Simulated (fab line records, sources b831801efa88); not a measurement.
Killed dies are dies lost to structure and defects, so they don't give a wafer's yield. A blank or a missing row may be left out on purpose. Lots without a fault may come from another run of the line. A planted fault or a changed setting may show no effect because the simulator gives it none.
One fault seen from 2 desks | flow sky130 | each desk has only its own numbers; what lay behind them comes last

THE METROLOGY DESK
What the gauges read, lot by lot, whatever tool the lot ran on: means of the sampled wafers that have a number. A lot is out of limits, marked OUT, if its mean lies more than 4 standard deviations from the usual mean; the brackets give that distance.
Columns: A = CAPM_OVL at SKY_CAPM_OVL_MEAS_12, usual 0.1 nm
lot  | first seen here | A
L446 | day 37 18:56    | 0.7
L447 | day 37 22:11    | 0.4
L449 | day 38 22:31    | 0.8
L450 | day 39 00:46    | 1.1
L451 | day 39 08:07    | -3.0
L455 | day 40 14:05    | 0.7
L457 | day 41 08:31    | -2.1
L458 | day 41 14:52    | 0.6
L464 | day 43 04:55    | 1.2
L468 | day 44 05:49    | 1.2
L466 | day 44 08:55    | 1.6
L467 | day 44 09:13    | -0.0
This desk's finding: nothing out of limits on any of the 12 lots.

THE TOOL OWNER'S DESK: rie_metal-02
The tool's own readings at SKY_METAL3_METAL_ETCH_18 (etches the open film in Cl2/BCl3, stops on SiO2, target depth 845 nm, time 183.1 s): means of the sampled wafers that have a number, for each lot that ran on this tool. A lot is out of limits, marked OUT, if its mean lies more than 4 standard deviations from the usual mean; the brackets give that distance.
Columns: A = drypump_motor_current_A at SKY_METAL3_METAL_ETCH_18, usual 5.57 A; B = oes_product_au at SKY_METAL3_METAL_ETCH_18, usual 0.864 a.u.; C = throttle_valve_pct at SKY_METAL3_METAL_ETCH_18, usual 22.265 %
lot  | first seen here | A    | B     | C
L447 | day 39 01:14    | 5.47 | 0.864 | 22.262
L449 | day 39 23:44    | 5.63 | 0.861 | 22.266
L450 | day 40 02:43    | 5.63 | 0.866 | 22.265
L451 | day 40 09:52    | 5.46 | 0.867 | 22.273
L455 | day 41 15:30    | 5.47 | 0.871 | 22.267
L457 | day 42 09:04    | 5.29 | 0.863 | 22.258
L458 | day 42 14:52    | 5.27 | 0.871 | 22.268
L468 | day 45 04:35    | 5.80 | 0.874 | 22.266
L466 | day 45 08:01    | 5.46 | 0.854 | 22.277
L467 | day 45 08:22    | 5.46 | 0.861 | 22.265
This desk's finding: nothing out of limits on any of the 10 lots.

PUT TOGETHER
The metrology desk saw nothing out of limits.
The tool owner's desk saw nothing out of limits.

WHAT THE SIMULATOR HAD PUT IN
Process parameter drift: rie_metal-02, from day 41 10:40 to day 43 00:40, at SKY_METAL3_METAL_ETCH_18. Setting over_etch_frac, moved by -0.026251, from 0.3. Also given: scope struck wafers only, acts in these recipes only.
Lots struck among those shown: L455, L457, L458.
